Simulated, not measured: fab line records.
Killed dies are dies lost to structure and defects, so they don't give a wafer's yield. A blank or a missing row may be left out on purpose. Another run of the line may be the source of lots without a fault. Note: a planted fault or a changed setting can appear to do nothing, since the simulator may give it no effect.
Split-lot trial / flow sfqLine / route with 325 steps; 5 lots, 23 wafers read

## ABOUT THE SPLIT
At SFQ_TRILAYER_M1_DEP_SPUTTER_037 (material Nb, target thk 200 nm, time 133.3 s), the setting timeS was moved away from the recipe's 133.3 s on 9 of the 23 wafers read, by -7.6% to +14.3%. All remaining wafers had this setting at the recipe value.

## FROM THE SPLIT TO THE READING: what the file shows between them, 3 steps
- SFQ_M1_RS_MEAS_909: measures by four-point-probe
- SFQ_TRILAYER_M1_LITHO_EXPOSE_040: exposes mask M1, target cd 500 nm (also split here: doseMj)
- SFQ_TRILAYER_M1_BARC_OPEN_METAL_ETCH_054: etches BARC in O2, target depth 125 nm, time 41.7 s (also split here: icpW)

## THE READING
oesProductAu, in a.u., at SFQ_TRILAYER_M1_ETCH_METAL_ETCH_042 (etches Nb in Cl2/Ar, stops on SiO2, target depth 240 nm, time 120 s). A value of 0.896 a.u. with a standard deviation of 0.0091 a.u. is what fault-free wafers of this fab line usually give.

wafer=L074.2; tool, chamber at the split=pvdSputter-06, -; timeS as run, s=133.3; against the recipe=recipe; oesProductAu, a.u.=0.912; against lot-mates on the recipe=-
wafer=L074.4; tool, chamber at the split=pvdSputter-06, -; timeS as run, s=133.3; against the recipe=recipe; oesProductAu, a.u.=0.905; against lot-mates on the recipe=-
wafer=L074.6; tool, chamber at the split=pvdSputter-06, -; timeS as run, s=133.3; against the recipe=recipe; oesProductAu, a.u.=0.897; against lot-mates on the recipe=-
wafer=L075.1; tool, chamber at the split=pvdSputter-06, -; timeS as run, s=133.3; against the recipe=recipe; oesProductAu, a.u.=0.897; against lot-mates on the recipe=-
wafer=L075.2; tool, chamber at the split=pvdSputter-06, -; timeS as run, s=123.2; against the recipe=-7.6%; oesProductAu, a.u.=0.846; against lot-mates on the recipe=-0.051
wafer=L075.4; tool, chamber at the split=pvdSputter-06, -; timeS as run, s=133.3; against the recipe=recipe; oesProductAu, a.u.=0.898; against lot-mates on the recipe=-
wafer=L075.5; tool, chamber at the split=pvdSputter-06, -; timeS as run, s=123.2; against the recipe=-7.6%; oesProductAu, a.u.=0.853; against lot-mates on the recipe=-0.044
wafer=L075.6; tool, chamber at the split=pvdSputter-06, -; timeS as run, s=133.3; against the recipe=recipe; oesProductAu, a.u.=0.897; against lot-mates on the recipe=-
wafer=L078.1; tool, chamber at the split=pvdSputter-06, -; timeS as run, s=133.3; against the recipe=recipe; oesProductAu, a.u.=0.883; against lot-mates on the recipe=-
wafer=L078.3; tool, chamber at the split=pvdSputter-06, -; timeS as run, s=133.3; against the recipe=recipe; oesProductAu, a.u.=0.892; against lot-mates on the recipe=-
wafer=L078.4; tool, chamber at the split=pvdSputter-06, -; timeS as run, s=152.3; against the recipe=+14.3%; oesProductAu, a.u.=0.949; against lot-mates on the recipe=+0.065
wafer=L078.5; tool, chamber at the split=pvdSputter-06, -; timeS as run, s=152.3; against the recipe=+14.3%; oesProductAu, a.u.=0.957; against lot-mates on the recipe=+0.073
wafer=L078.6; tool, chamber at the split=pvdSputter-06, -; timeS as run, s=133.3; against the recipe=recipe; oesProductAu, a.u.=0.877; against lot-mates on the recipe=-
wafer=L083.1; tool, chamber at the split=pvdSputter-05, -; timeS as run, s=127; against the recipe=-4.7%; oesProductAu, a.u.=0.862; against lot-mates on the recipe=-0.036
wafer=L083.2; tool, chamber at the split=pvdSputter-05, -; timeS as run, s=127; against the recipe=-4.7%; oesProductAu, a.u.=0.861; against lot-mates on the recipe=-0.037
wafer=L083.4; tool, chamber at the split=pvdSputter-05, -; timeS as run, s=133.3; against the recipe=recipe; oesProductAu, a.u.=0.903; against lot-mates on the recipe=-
wafer=L083.5; tool, chamber at the split=pvdSputter-05, -; timeS as run, s=133.3; against the recipe=recipe; oesProductAu, a.u.=0.893; against lot-mates on the recipe=-
wafer=L083.6; tool, chamber at the split=pvdSputter-05, -; timeS as run, s=127; against the recipe=-4.7%; oesProductAu, a.u.=0.877; against lot-mates on the recipe=-0.021
wafer=L085.1; tool, chamber at the split=pvdSputter-04, -; timeS as run, s=133.3; against the recipe=recipe; oesProductAu, a.u.=0.887; against lot-mates on the recipe=-
wafer=L085.2; tool, chamber at the split=pvdSputter-04, -; timeS as run, s=133.3; against the recipe=recipe; oesProductAu, a.u.=0.888; against lot-mates on the recipe=-
wafer=L085.3; tool, chamber at the split=pvdSputter-04, -; timeS as run, s=127.3; against the recipe=-4.5%; oesProductAu, a.u.=0.872; against lot-mates on the recipe=-0.020
wafer=L085.4; tool, chamber at the split=pvdSputter-04, -; timeS as run, s=133.3; against the recipe=recipe; oesProductAu, a.u.=0.900; against lot-mates on the recipe=-
wafer=L085.6; tool, chamber at the split=pvdSputter-04, -; timeS as run, s=127.3; against the recipe=-4.5%; oesProductAu, a.u.=0.872; against lot-mates on the recipe=-0.020

THE FIT
A straight line over all 23 wafers: oesProductAu changes by +0.00465 a.u. for each +1% of timeS; r = +0.94; the points scatter about the line by 0.0088 a.u.
The same after taking each lot's own level away (the mean of its wafers on the recipe; 23 wafers): +0.00524 a.u. for each +1%; r = +0.98; scatter 0.0065 a.u.
According to that fit, moving timeS by its largest amount changes the reading by 0.075 a.u.
The lots' own levels span 0.8840 to 0.9047 a.u., that is 2.3 times the standard deviation above.
Thus the slope moves with the lot-to-lot level: the two fits are different.
Check: for one of the wafers moved furthest among these (+14.3%), held out of the fit, the line's prediction against its lot-mates is +0.0781 a.u. Against them it came out at +0.065 a.u.

## ADDITIONAL SPLITS CARRIED BY THESE WAFERS
Before the reading, these wafers also passed through other splits. Each is held against what the fit with the lots' levels taken away leaves over:
other split on the same wafers=SFQ_TRILAYER_INCOMING_OXIDATION_002 oxTimeS; wafers away from the commonest value=15; r with oesProductAu (lot level and that fit taken away)=-0.23
other split on the same wafers=SFQ_TRILAYER_L0_LITHO_COAT_010 resistThkNm; wafers away from the commonest value=10; r with oesProductAu (lot level and that fit taken away)=-0.04
other split on the same wafers=SFQ_TRILAYER_M0_LITHO_COAT_026 spinRpm; wafers away from the commonest value=5; r with oesProductAu (lot level and that fit taken away)=-0.22
other split on the same wafers=SFQ_TRILAYER_I0_VIA_LITHO_COAT_036 resistThkNm; wafers away from the commonest value=7; r with oesProductAu (lot level and that fit taken away)=+0.04
other split on the same wafers=SFQ_TRILAYER_I0_VIA_LITHO_PEB_034 pebTimeS; wafers away from the commonest value=6; r with oesProductAu (lot level and that fit taken away)=-0.14
other split on the same wafers=SFQ_TRILAYER_M1_LITHO_EXPOSE_040 doseMj; wafers away from the commonest value=5; r with oesProductAu (lot level and that fit taken away)=-0.12
other split on the same wafers=SFQ_TRILAYER_M1_BARC_OPEN_METAL_ETCH_054 icpW; wafers away from the commonest value=8; r with oesProductAu (lot level and that fit taken away)=-0.07

## THE WHOLE CHAIN: every reading that the file lists as answering this split, in the file's order
step=SFQ_TRILAYER_M1_DEP_SPUTTER_037; what it does=material Nb, target thk 200 nm, time 133.3 s; reading=Nb_of_TRILAYER_M1_DEP_SPUTTER_037.thkNm (the simulator's own value, which no gauge read); change (the file's fit)=+1.94 nm for each +1% of the setting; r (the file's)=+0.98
step=SFQ_M1_RS_MEAS_909; what it does=measures by four-point-probe; reading=M1_NB_RS; change (the file's fit)=-0.00845 for each +1% of the setting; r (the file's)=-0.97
step=SFQ_TRILAYER_M1_ETCH_METAL_ETCH_042; what it does=etches Nb in Cl2/Ar, stops on SiO2, target depth 240 nm, time 120 s; reading=oesProductAu; change (the file's fit)=+0.00523 a.u. for each +1% of the setting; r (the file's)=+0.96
step=SFQ_TRILAYER_M1_ETCH_METAL_ETCH_042; what it does=etches Nb in Cl2/Ar, stops on SiO2, target depth 240 nm, time 120 s; reading=M1.featureDepthNm (the simulator's own value, which no gauge read); change (the file's fit)=+1.96 nm for each +1% of the setting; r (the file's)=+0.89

## THE FILE'S OWN FIT
oesProductAu changes by +0.00523 a.u. for each +1% of timeS, r = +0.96.
